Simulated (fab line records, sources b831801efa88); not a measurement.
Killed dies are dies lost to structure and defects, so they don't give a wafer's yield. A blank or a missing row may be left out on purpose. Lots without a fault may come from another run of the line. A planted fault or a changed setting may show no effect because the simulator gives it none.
Chamber matching | flow sky130 | SKY_FIELD_ISO_CMP_27 on cmp-02: 4 sister chambers
The step polishes, stops on Si3N4, t overpolish 16 s, target thk 457.8 nm. 4 wafers are shown with their chamber, then 8 later ones without.

WAFERS WITH THEIR CHAMBER
wafer  | chamber | motor_current_A (A)
L655.2 | 1       | 11.7
L655.6 | 0       | 11.8
L657.6 | 3       | 13.4
L665.1 | 2       | 12.8

WAFERS WITHOUT THEIR CHAMBER
wafer  | motor_current_A (A)
L665.4 | 13.3
L665.6 | 13.0
L667.1 | 13.0
L667.3 | 13.3
L667.4 | 11.8
L668.2 | 11.6
L668.5 | 12.7
L668.6 | 11.8

WHICH CHAMBER EACH WENT THROUGH
wafer  | from the rows above     | in truth
L665.4 | 3                       | 3
L665.6 | can't be placed: 2 or 3 | 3
L667.1 | can't be placed: 2 or 3 | 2
L667.3 | 3                       | 3
L667.4 | can't be placed: 0 or 1 | 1
L668.2 | can't be placed: 1 or 0 | 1
L668.5 | 2                       | 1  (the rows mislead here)
L668.6 | can't be placed: 0 or 1 | 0
Placed correctly: 2 of 8. Can't be placed from these rows: 5 (the true chamber is among the candidates in 5). Placed wrongly: 1.
How it was worked out, from the rows above alone: a wafer's distance from a chamber is the root of the sum, over the readings, of the square of ((its reading less the chamber's mean) divided by the reading's scatter). The wafer belongs to the nearest chamber; if the next one is less than 2 further off, it can't be placed. A chamber's mean is the mean of its shown wafers. The scatter: with one shown wafer a chamber, the root of the mean of the squares of how far each hidden wafer lies from its nearest shown one.
